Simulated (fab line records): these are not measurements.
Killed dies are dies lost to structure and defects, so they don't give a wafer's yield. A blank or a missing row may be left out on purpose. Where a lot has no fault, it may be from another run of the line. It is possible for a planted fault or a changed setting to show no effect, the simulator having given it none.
Which tool is to blame? | flow sky130 | 39 wafers from 13 lots sampled at 4 of the route's 708 steps

## WHAT THE GAUGES READ, wafer by wafer
SKY_PWDE_OVL_MEAS_07. Usual: PWDE_OVL gives 1.2 nm (standard deviation 1.8).
lot  | measured    | on         | PWDE_OVL (nm) | flag
L350 | day 4 18:43 | overlay-02 | 1.3 -2.1 -1.0 |
L351 | day 5 01:30 | overlay-02 | 2.0 3.7 2.8   |
L353 | day 5 08:02 | overlay-02 | 1.2 2.5 0.5   |
L354 | day 5 16:02 | overlay-01 | 3.3 3.4 3.5   |
L355 | day 5 23:00 | overlay-01 | 2.3 0.9 4.0   |
L356 | day 6 02:49 | overlay-01 | 1.4 3.3 1.7   |
L357 | day 6 07:11 | overlay-02 | 0.3 0.0 2.1   |
L358 | day 6 14:25 | overlay-01 | 2.5 0.9 -0.6  |
L363 | day 7 20:26 | overlay-01 | 0.2 2.1 1.2   |
L364 | day 8 00:49 | overlay-02 | -1.4 1.4 -2.6 |
L365 | day 8 02:28 | overlay-02 | 2.7 2.4 0.4   |
L366 | day 8 08:43 | overlay-02 | 0.0 -0.9 -0.8 |
L370 | day 9 05:42 | overlay-02 | -0.4 1.2 1.1  |

SKY_SONOS_ONO_THK_MEAS_01. Usual: SONOS_ONO_OXIDATION_THK gives 2.59 nm (standard deviation 0.055).
lot  | measured     | on            | SONOS_ONO_OXIDATION_THK (nm) | flag
L350 | day 12 18:59 | film_metro-04 | 2.64 2.57 2.63               |
L351 | day 13 07:19 | film_metro-03 | 2.65 2.61 2.62               |
L353 | day 13 18:22 | film_metro-04 | 2.57 2.56 2.67               |
L354 | day 14 05:03 | film_metro-04 | 2.60 2.64 2.52               |
L355 | day 14 12:19 | film_metro-04 | 2.51 2.47 2.44               |
L356 | day 14 17:39 | film_metro-04 | 2.57 2.63 2.58               |
L357 | day 14 23:11 | film_metro-03 | 2.64 2.67 2.68               |
L358 | day 15 10:17 | film_metro-03 | 2.66 2.70 2.64               |
L363 | day 17 04:40 | film_metro-02 | 2.62 2.62 2.67               |
L364 | day 17 09:38 | film_metro-04 | 2.64 2.61 2.63               |
L365 | day 17 12:44 | film_metro-04 | 2.50 2.50 2.59               |
L366 | day 18 00:02 | film_metro-03 | 2.49 2.44 2.55               |
L370 | day 19 04:31 | film_metro-02 | 2.52 2.61 2.51               |

## WHICH TOOL RAN EACH LOT (tool, then ch and the chambers of the sampled wafers, then the start)
lot  | SKY_FIELD_ISO_ETCH_14             | SKY_VT_ADJUST_NCORE_DEHYDRATE_00
L350 | rie_diel-04 ch 0,1, day 2 23:37   | litho_track-02 ch 0, day 9 07:07
L351 | rie_diel-01 ch 2,3, day 3 03:02   | litho_track-02 ch 0, day 9 16:10
L353 | rie_diel-03 ch 0,3, day 3 12:23   | litho_track-03 ch 0, day 10 01:43
L354 | rie_diel-04 ch 1,3, day 3 17:22   | litho_track-01 ch 0, day 10 09:54
L355 | rie_diel-01 ch 0,2,3, day 3 23:40 | litho_track-02 ch 0, day 10 17:34
L356 | rie_diel-03 ch 0,1,2, day 4 06:59 | litho_track-02 ch 0, day 10 23:20
L357 | rie_diel-04 ch 0,3, day 4 10:11   | litho_track-03 ch 0, day 11 03:59
L358 | rie_diel-04 ch 1,2,3, day 4 15:22 | litho_track-03 ch 0, day 11 12:04
L363 | rie_diel-03 ch 0,2,3, day 5 18:32 | litho_track-02 ch 0, day 13 03:20
L364 | rie_diel-01 ch 0,1, day 5 23:53   | litho_track-02 ch 0, day 13 06:58
L365 | rie_diel-01 ch 1,2, day 6 04:02   | litho_track-03 ch 0, day 13 10:01
L366 | rie_diel-04 ch 1,3, day 6 07:37   | litho_track-02 ch 0, day 13 17:16
L370 | rie_diel-01 ch 0,3, day 7 04:22   | litho_track-03 ch 0, day 14 18:50
- SKY_FIELD_ISO_ETCH_14: etches BARC in N2/H2, stops on SiO2, time 45.9 s, target depth 60 nm.
- SKY_VT_ADJUST_NCORE_DEHYDRATE_00: time 60 s.

## WHAT THE TOOLS THEMSELVES READ (means of the sampled wafers that have a number; where no wafer has one, the mark that the record gives instead)
SKY_FIELD_ISO_ETCH_14. Usual: drypump_motor_current_A 5.7 A, standard deviation 0.53; oes_product_au 0.854 a.u., standard deviation 0.0048; throttle_valve_pct 13.224 %, standard deviation 0.0086.
lot  | tool        | drypump_motor_current_A (A) | oes_product_au (a.u.) | throttle_valve_pct (%) | flag
L350 | rie_diel-04 | 6.1                         | 0.850                 | 13.225                 |
L351 | rie_diel-01 | 5.1                         | 0.854                 | 13.225                 |
L353 | rie_diel-03 | 5.3                         | 0.858                 | 13.222                 |
L354 | rie_diel-04 | 6.2                         | 0.858                 | 13.232                 |
L355 | rie_diel-01 | 5.3                         | 0.852                 | 13.227                 |
L356 | rie_diel-03 | 5.7                         | 0.854                 | 13.235                 |
L357 | rie_diel-04 | 6.3                         | 0.855                 | 13.223                 |
L358 | rie_diel-04 | 5.7                         | 0.863                 | 13.226                 |
L363 | rie_diel-03 | 5.6                         | 0.854                 | 13.222                 |
L364 | rie_diel-01 | 6.2                         | 0.854                 | 13.217                 |
L365 | rie_diel-01 | 6.0                         | 0.855                 | 13.221                 |
L366 | rie_diel-04 | 6.0                         | 0.855                 | 13.226                 |
L370 | rie_diel-01 | 5.5                         | 0.859                 | 13.225                 |

SKY_VT_ADJUST_NCORE_DEHYDRATE_00. Usual: exhaust_pa 45.0 Pa, standard deviation 1; heater_power_total_W 160.38 W, standard deviation 0.13; resist_line_temp_C 22.98 C, standard deviation 0.12; run_length_s 89.35 s, standard deviation 0.12.
lot  | tool           | exhaust_pa (Pa) | heater_power_total_W (W) | resist_line_temp_C (C) | run_length_s (s) | flag
L350 | litho_track-02 | 44.2            | 160.31                   | 23.18                  | 89.22            |
L351 | litho_track-02 | 46.2            | 160.35                   | 23.08                  | 89.41            |
L353 | litho_track-03 | 45.0            | 160.37                   | 23.03                  | 89.39            |
L354 | litho_track-01 | 44.1            | 160.42                   | 23.15                  | 89.22            |
L355 | litho_track-02 | 45.0            | 160.35                   | 22.83                  | 89.25            |
L356 | litho_track-02 | 46.7            | 160.29                   | 22.99                  | 89.34            |
L357 | litho_track-03 | 45.7            | 160.39                   | 23.14                  | 89.35            |
L358 | litho_track-03 | 44.4            | 160.34                   | 23.02                  | 89.31            |
L363 | litho_track-02 | 43.4            | 163.14                   | 22.86                  | 86.66            | OFF
L364 | litho_track-02 | 44.3            | 162.99                   | 23.00                  | 86.60            | OFF
L365 | litho_track-03 | 44.6            | 160.39                   | 23.12                  | 89.31            |
L366 | litho_track-02 | 44.9            | 163.07                   | 22.99                  | 86.62            | OFF
L370 | litho_track-03 | 44.4            | 160.48                   | 23.01                  | 89.34            |

## THE ANSWER, worked out from the rows above alone
Rule: lot off if the mean of its wafers having a number is beyond 3 standard deviations from the usual mean. A lot without any number at a reading at which 4 lots or more have one is off too. The other lots that the step has rows for count as sound. The gauges are gone through in route order, then the tools' own readings, and for those a lot's mean is taken as printed above. The first step at which some lot is off is used, and at that step the reading that is off furthest; a lot without a number counts as furthest.
Off: L363, L364, L366, at SKY_VT_ADJUST_NCORE_DEHYDRATE_00 (run_length_s).
A tool fits if, at that step or a process step before it, it ran every lot that is off, and no sound lot after the first of them. One fits: SKY_VT_ADJUST_NCORE_DEHYDRATE_00 on litho_track-02. Its last sound lot is L356 (day 10 23:20), its first lot that is off L363 (day 13 03:20): a fault that began between those two fits.
The tool's own readings at SKY_VT_ADJUST_NCORE_DEHYDRATE_00 bear it out: on the lots that are off they differ by more than 5 times the standard deviation of the sound lots' means. heater_power_total_W reads 163.07 W there against 160.37 W on the sound lots; run_length_s reads 86.63 s there against 89.31 s on the sound lots.

## WHAT THE SIMULATOR HAD INSERTED
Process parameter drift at SKY_VT_ADJUST_NCORE_DEHYDRATE_00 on litho_track-02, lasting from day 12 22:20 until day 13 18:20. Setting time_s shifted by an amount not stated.
Shown lots that were struck: L363, L364, L366. This agrees with what the rule above found.
